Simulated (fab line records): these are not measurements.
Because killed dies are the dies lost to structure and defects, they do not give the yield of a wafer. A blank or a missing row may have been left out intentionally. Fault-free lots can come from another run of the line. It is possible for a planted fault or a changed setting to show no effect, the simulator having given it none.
What tool caused it? / flow sky130 / 42 wafers from 14 lots sampled at 5 of the route's 708 steps

WHAT THE GAUGES READ, wafer by wafer
SKY_NWELL_THK_MEAS_02.
lot=L582; measured=day 3 03:19; on=film_metro-04; NWELL_OXIDATION_THK (nm)=9.83 9.93 10.08
lot=L583; measured=day 3 07:23; on=film_metro-03; NWELL_OXIDATION_THK (nm)=9.84 9.90 9.80
lot=L585; measured=day 3 15:56; on=film_metro-02; NWELL_OXIDATION_THK (nm)=10.05 9.97 10.08
lot=L586; measured=day 3 23:17; on=film_metro-02; NWELL_OXIDATION_THK (nm)=10.00 10.03 10.16
lot=L588; measured=day 4 07:54; on=film_metro-04; NWELL_OXIDATION_THK (nm)=9.62 9.92 9.78
lot=L589; measured=day 4 11:49; on=film_metro-02; NWELL_OXIDATION_THK (nm)=9.93 9.90 10.04
lot=L591; measured=day 4 20:42; on=film_metro-02; NWELL_OXIDATION_THK (nm)=9.98 9.88 10.03
lot=L592; measured=day 5 03:58; on=film_metro-03; NWELL_OXIDATION_THK (nm)=9.99 10.06 9.83
lot=L593; measured=day 5 08:44; on=film_metro-03; NWELL_OXIDATION_THK (nm)=9.98 9.94 9.96
lot=L595; measured=day 5 19:06; on=film_metro-02; NWELL_OXIDATION_THK (nm)=10.15 10.14 10.25
lot=L597; measured=day 6 08:44; on=film_metro-04; NWELL_OXIDATION_THK (nm)=10.14 9.99 10.08
lot=L599; measured=day 6 16:34; on=film_metro-04; NWELL_OXIDATION_THK (nm)=9.96 9.89 9.91
lot=L602; measured=day 7 15:18; on=film_metro-04; NWELL_OXIDATION_THK (nm)=10.19 9.98 10.24
lot=L603; measured=day 7 21:23; on=film_metro-02; NWELL_OXIDATION_THK (nm)=9.98 9.88 10.07

SKY_DNWELL_TW_MEAS_09.
lot=L582; measured=day 3 19:17; on=film_metro-03; DNWELL_TW=1119 1116 1121
lot=L583; measured=day 3 23:19; on=film_metro-03; DNWELL_TW=1122 1122 1125
lot=L585; measured=day 4 08:18; on=film_metro-03; DNWELL_TW=1115 1116 1123
lot=L586; measured=day 4 16:05; on=film_metro-02; DNWELL_TW=1127 1119 1129
lot=L588; measured=day 5 01:37; on=film_metro-03; DNWELL_TW=1109 1110 1112
lot=L589; measured=day 5 05:29; on=film_metro-02; DNWELL_TW=1138 1129 1133
lot=L591; measured=day 5 14:16; on=film_metro-02; DNWELL_TW=1131 1123 1117
lot=L592; measured=day 5 22:10; on=film_metro-03; DNWELL_TW=1114 1115 1118
lot=L593; measured=day 6 02:32; on=film_metro-04; DNWELL_TW=1108 1107 1103
lot=L595; measured=day 6 13:31; on=film_metro-04; DNWELL_TW=1399 1391 1390
lot=L597; measured=day 7 03:36; on=film_metro-04; DNWELL_TW=1391 1402 1396
lot=L599; measured=day 7 11:11; on=film_metro-02; DNWELL_TW=1138 1141 1142
lot=L602; measured=day 8 11:18; on=film_metro-03; DNWELL_TW=1401 1400 1397
lot=L603; measured=day 8 17:44; on=film_metro-02; DNWELL_TW=1126 1126 1127

SKY_NWELL_OVL_MEAS_23.
lot=L582; measured=day 6 00:43; on=overlay-02; NWELL_01_OVL (nm)=0.4 1.5 -1.2
lot=L583; measured=day 6 02:37; on=overlay-02; NWELL_01_OVL (nm)=0.1 0.9 1.8
lot=L585; measured=day 6 14:59; on=overlay-01; NWELL_01_OVL (nm)=-2.2 -0.2 0.2
lot=L586; measured=day 6 23:14; on=overlay-01; NWELL_01_OVL (nm)=1.7 -0.3 -1.7
lot=L588; measured=day 7 10:15; on=overlay-01; NWELL_01_OVL (nm)=-3.4 -2.0 -2.6
lot=L589; measured=day 7 14:16; on=overlay-01; NWELL_01_OVL (nm)=-2.3 -1.2 -1.8
lot=L591; measured=day 7 22:49; on=overlay-01; NWELL_01_OVL (nm)=-0.2 0.9 0.4
lot=L592; measured=day 8 08:19; on=overlay-01; NWELL_01_OVL (nm)=-1.9 -3.8 -2.2
lot=L593; measured=day 8 12:32; on=overlay-02; NWELL_01_OVL (nm)=-1.6 0.6 0.3
lot=L595; measured=day 9 01:11; on=overlay-01; NWELL_01_OVL (nm)=-4.4 -1.8 -0.7
lot=L597; measured=day 9 17:29; on=overlay-01; NWELL_01_OVL (nm)=-0.5 -0.9 -1.4
lot=L599; measured=day 10 00:43; on=overlay-02; NWELL_01_OVL (nm)=-0.9 -1.1 0.0
lot=L602; measured=day 11 06:07; on=overlay-01; NWELL_01_OVL (nm)=-1.6 0.0 -1.3
lot=L603; measured=day 11 14:33; on=overlay-02; NWELL_01_OVL (nm)=-1.9 -1.4 0.2

SKY_NWELL_TW_MEAS_26.
lot=L582; measured=day 6 01:01; on=film_metro-03; NWELL_2_TW=498 500 500
lot=L583; measured=day 6 02:55; on=film_metro-02; NWELL_2_TW=505 504 504
lot=L585; measured=day 6 15:16; on=film_metro-04; NWELL_2_TW=495 496 494
lot=L586; measured=day 6 23:31; on=film_metro-02; NWELL_2_TW=504 501 502
lot=L588; measured=day 7 10:33; on=film_metro-04; NWELL_2_TW=496 499 497
lot=L589; measured=day 7 14:34; on=film_metro-02; NWELL_2_TW=505 508 505
lot=L591; measured=day 7 23:07; on=film_metro-04; NWELL_2_TW=499 498 495
lot=L592; measured=day 8 08:37; on=film_metro-04; NWELL_2_TW=499 499 500
lot=L593; measured=day 8 12:50; on=film_metro-03; NWELL_2_TW=499 498 498
lot=L595; measured=day 9 01:29; on=film_metro-04; NWELL_2_TW=496 495 493
lot=L597; measured=day 9 17:46; on=film_metro-04; NWELL_2_TW=496 495 497
lot=L599; measured=day 10 01:01; on=film_metro-03; NWELL_2_TW=499 500 501
lot=L602; measured=day 11 06:25; on=film_metro-04; NWELL_2_TW=498 498 502
lot=L603; measured=day 11 14:50; on=film_metro-02; NWELL_2_TW=506 505 506

WHAT TOOL EACH LOT RAN ON (gives the tool, then ch and the chambers of the sampled wafers, and finally the start)
lot=L582; SKY_DNWELL_IMPLANT_07=implanter-02 ch 0, day 3 18:53
lot=L583; SKY_DNWELL_IMPLANT_07=implanter-04 ch 0, day 3 23:04
lot=L585; SKY_DNWELL_IMPLANT_07=implanter-04 ch 0, day 4 08:04
lot=L586; SKY_DNWELL_IMPLANT_07=implanter-02 ch 0, day 4 15:50
lot=L588; SKY_DNWELL_IMPLANT_07=implanter-04 ch 0, day 5 01:25
lot=L589; SKY_DNWELL_IMPLANT_07=implanter-02 ch 0, day 5 05:14
lot=L591; SKY_DNWELL_IMPLANT_07=implanter-04 ch 0, day 5 14:01
lot=L592; SKY_DNWELL_IMPLANT_07=implanter-02 ch 0, day 5 21:55
lot=L593; SKY_DNWELL_IMPLANT_07=implanter-03 ch 0, day 6 02:19
lot=L595; SKY_DNWELL_IMPLANT_07=implanter-02 ch 0, day 6 12:59
lot=L597; SKY_DNWELL_IMPLANT_07=implanter-04 ch 0, day 7 03:02
lot=L599; SKY_DNWELL_IMPLANT_07=implanter-04 ch 0, day 7 10:56
lot=L602; SKY_DNWELL_IMPLANT_07=implanter-04 ch 0, day 8 10:43
lot=L603; SKY_DNWELL_IMPLANT_07=implanter-03 ch 0, day 8 17:31
- SKY_DNWELL_IMPLANT_07

AS READ BY THE TOOLS THEMSELVES (means over the sampled wafers that have a number; for cases with no such wafer, the mark the record gives instead)
The record holds no such reading with a usual standard deviation.

THE ANSWER, worked out from the rows above alone
Rule: the lots themselves supply what counts as usual. Put in order of their means at a reading, lots are off if they are a third of the lots or fewer, leave a main group of 4 or more, and stand apart from it by a gap of 3 or more times the standard deviation of the main group's means; of several such gaps the widest counts. A main group whose means are all the same, to the digits that the tables above print for the reading, isn't used. Also off: a lot with no number at a reading for which 4 or more lots have one. Where the step has rows for the other lots, those lots are counted as sound. The gauges are gone through in route order, then the tools' own readings, and for those a lot's mean is taken as printed above. The first step at which some lot is off is used, and at that step the reading that is off furthest; a lot without a number counts as furthest.
Off: at SKY_DNWELL_TW_MEAS_09 (DNWELL_TW), L595, L597, L602. Main group: mean 1122, sd 9.3.
If a tool, at a process step before that reading, ran all the lots that are off and no sound lot after the first of them, it fits. Gauges at SKY_DNWELL_TW_MEAS_09: tried the same way as those tools. None of those tried fits.

WHAT THE SIMULATOR HAD INSERTED
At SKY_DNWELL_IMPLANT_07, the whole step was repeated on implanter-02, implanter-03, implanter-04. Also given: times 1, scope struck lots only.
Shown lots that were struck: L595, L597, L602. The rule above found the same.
